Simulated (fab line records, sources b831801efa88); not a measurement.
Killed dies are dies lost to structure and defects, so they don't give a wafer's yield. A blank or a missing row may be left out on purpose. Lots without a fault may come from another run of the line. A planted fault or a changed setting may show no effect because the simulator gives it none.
One fault seen from 2 desks | flow sky130 | each desk has only its own numbers; what lay behind them comes last

THE METROLOGY DESK
What the gauges read, lot by lot, whatever tool the lot ran on: means of the sampled wafers that have a number. A lot is out of limits, marked OUT, if its mean lies more than 4 standard deviations from the usual mean; the brackets give that distance.
Columns: A = CONTACT_HDPCVD_THK at SKY_CONTACT_THK_MEAS_03, usual 565 nm; B = CONTACT_W_RS at SKY_CONTACT_RS_MEAS_25, usual 0.339 ohm/sq
lot  | first seen here | A   | B
L502 | day 30 09:48    | 562 | 0.339
L503 | day 30 12:25    | 562 | 0.348
L504 | day 31 15:19    | 561 | 0.339
L505 | day 31 15:58    | 565 | 0.339
L506 | day 31 16:31    | 569 | 0.343
L507 | day 32 03:35    | 562 | 0.336
L508 | day 32 11:24    | 566 | 0.339
L509 | day 32 23:25    | 559 | 0.340
L511 | day 33 15:38    | 572 | 0.340
L512 | day 34 01:48    | 563 | 0.339
L518 | day 35 20:01    | 561 | 0.342
L519 | day 36 02:16    | 569 | 0.336
L522 | day 36 20:11    | 567 | 0.338
This desk's finding: nothing out of limits on any of the 13 lots.

THE TOOL OWNER'S DESK: pvd_sputter-01
The tool's own readings at SKY_METAL1_SPUTTER_01 (material TiN, target thk 20 nm, time 16.7 s): means of the sampled wafers that have a number, for each lot that ran on this tool. A lot is out of limits, marked OUT, if its mean lies more than 4 standard deviations from the usual mean; the brackets give that distance.
Columns: A = cathode_dc_power_W at SKY_METAL1_SPUTTER_01, usual 6500.0 W; B = throttle_valve_pct at SKY_METAL1_SPUTTER_01, usual 30.1 %
lot  | first seen here | A                        | B
L506 | day 32 21:52    | 6500.5                   | 29.9
L508 | day 33 16:02    | 6499.5                   | 30.1
L511 | day 34 20:02    | 6499.6                   | 29.8
L518 | day 37 00:05    | 6910.4 (+99 or more) OUT | 29.7
L519 | day 37 05:31    | 6909.7 (+99 or more) OUT | 29.2
This desk's finding: out of limits on L518, L519; first on L518, day 37 00:05 (cathode_dc_power_W at SKY_METAL1_SPUTTER_01). In limits: L506, L508, L511.

PUT TOGETHER
The tool owner's desk could have raised an alarm at day 37 00:05, on L518, L519.
The metrology desk saw nothing out of limits.
The metrology desk has L518, L519 on record, within its limits.
Of the lots named, all ran SKY_METAL1_SPUTTER_01 on pvd_sputter-01.

WHAT THE SIMULATOR HAD PUT IN
Process parameter drift: pvd_sputter-01, from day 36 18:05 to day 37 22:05, at SKY_METAL1_SPUTTER_01. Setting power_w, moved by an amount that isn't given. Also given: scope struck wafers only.
Lots struck among those shown: L518, L519.
Hours from the fault's start to each desk's first reading out of limits: the tool owner's desk, 6.
